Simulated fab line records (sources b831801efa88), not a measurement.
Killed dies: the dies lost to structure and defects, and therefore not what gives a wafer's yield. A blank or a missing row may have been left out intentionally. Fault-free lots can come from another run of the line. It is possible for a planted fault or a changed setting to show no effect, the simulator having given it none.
Comparing a struck lot with a sound one | flow gf180mcu | 18 out of 602 route steps
Sound: the wafers L507.2, L507.3, L507.5. Struck: wafers L517.3, L517.4, L517.5. The cause is named last.
Per side, at each step with rows, come the tool, then ch with its chambers, and then its first start. Under that, the readings that differ: sound wafers | struck wafers | difference of the means | sigmas: that difference in standard deviations of wafers without a fault.
alike: readings whose means differ by less than 2 such deviations, and words and numbers that are the same on both sides. not compared: withheld readings, readings that some wafer has no value for, bounds like >300 that may hide the same value, and numbers for which the record gives no deviation and whose values overlap.
The two part at a step that has a row with sigmas, a row that says differs or no value, or rows on one side only. When numbers do not overlap yet have no deviation, they are printed without sigmas and do not part them. A reading that every wafer of one side lacks parts them only if that side has two wafers or more.

first, 2 steps without rows for these wafers: GF_M1_CLEAN_19 (cleans in DIW); GF_V1_CVD_00 (deposits SiO2, target thk 600 nm, time 100 s).
GF_V1_THK_MEAS_01:
  sound on film metro-02, day 18 07:34; struck on film metro-04, day 21 23:20
  alike: V1_CVD_00_THK
GF_V1_CVD_02: deposits SiO2 from TEOS, target thk 850 nm, time 94.851 s.
  sound on pecvd-03 ch 0,1,2, day 18 07:37; struck on pecvd-01 ch 0,1, day 21 23:22
  alike: heater power w
GF_V1_THK_MEAS_03:
  sound on film metro-04, day 18 07:41; struck on film metro-02, day 21 23:28
  alike: V1_CVD_02_THK
GF_V1_CMP_04: polishes SiO2.
  sound on cmp-02 ch 0,1,3, day 18 07:47; struck on cmp-01 ch 0,3, day 21 23:30
  alike: motor current A, time to endpoint s
GF_V1_BOW_MEAS_05:
  sound on film metro-04, day 18 08:04; struck on film metro-01, day 21 23:50
  reading     | sound    | struck   | difference | sigmas
  V1_BOW (um) | 80 56 68 | 86 86 83 | +17        | +2
then, 5 steps without rows for these wafers: GF_V1_DEHYDRATE_06 (time 60 s); GF_V1_HMDS_07 (prime time 60 s); GF_V1_COAT_08; GF_V1_COAT_09 (resist thk 1000 nm); GF_V1_SOFTBAKE_10 (time 60 s).
GF_V1_EXPOSE_11: exposes mask Via1, target cd 260 nm.
  sound on krf scanner-01 ch 0, day 18 21:03; struck on krf scanner-01 ch 0, day 22 12:11
  reading                    | sound                | struck            | difference | sigmas
  model.V1.overlay x nm (nm) | -1.263 -1.263 -1.263 | 28.22 28.22 28.22 | +29.48     |
  alike: mask
then, 2 steps without rows for these wafers: GF_V1_PEB_12 (peb time 90 s); GF_V1_DEVELOP_13 (develop time 60 s).
GF_V1_CD_MEAS_14: target cd 260 nm.
  sound on cd sem-01, day 19 08:41; struck on cd sem-02, day 22 23:20
  alike: cd nm
GF_V1_OVL_MEAS_15:
  sound on overlay-01, day 19 08:48; struck on overlay-01, day 22 23:26
  reading     | sound    | struck   | difference | sigmas
  V1_OVL (nm) | 17 11 11 | 40 42 37 | +27        | +5
GF_V1_ETCH_16: etches BARC in N2/H2.
  sound on rie diel-02 ch 0,2, day 19 08:50; struck on rie diel-02 ch 1,2, day 22 23:27
  alike: drypump motor current A, oes product au, throttle valve pct

WHERE THEY PART
Earliest at GF_V1_BOW_MEAS_05; latest, in this record, at GF_V1_OVL_MEAS_15. Later steps at which nothing parts them and some readings are alike: GF_V1_ETCH_16.

WHY: whatever the simulator had introduced
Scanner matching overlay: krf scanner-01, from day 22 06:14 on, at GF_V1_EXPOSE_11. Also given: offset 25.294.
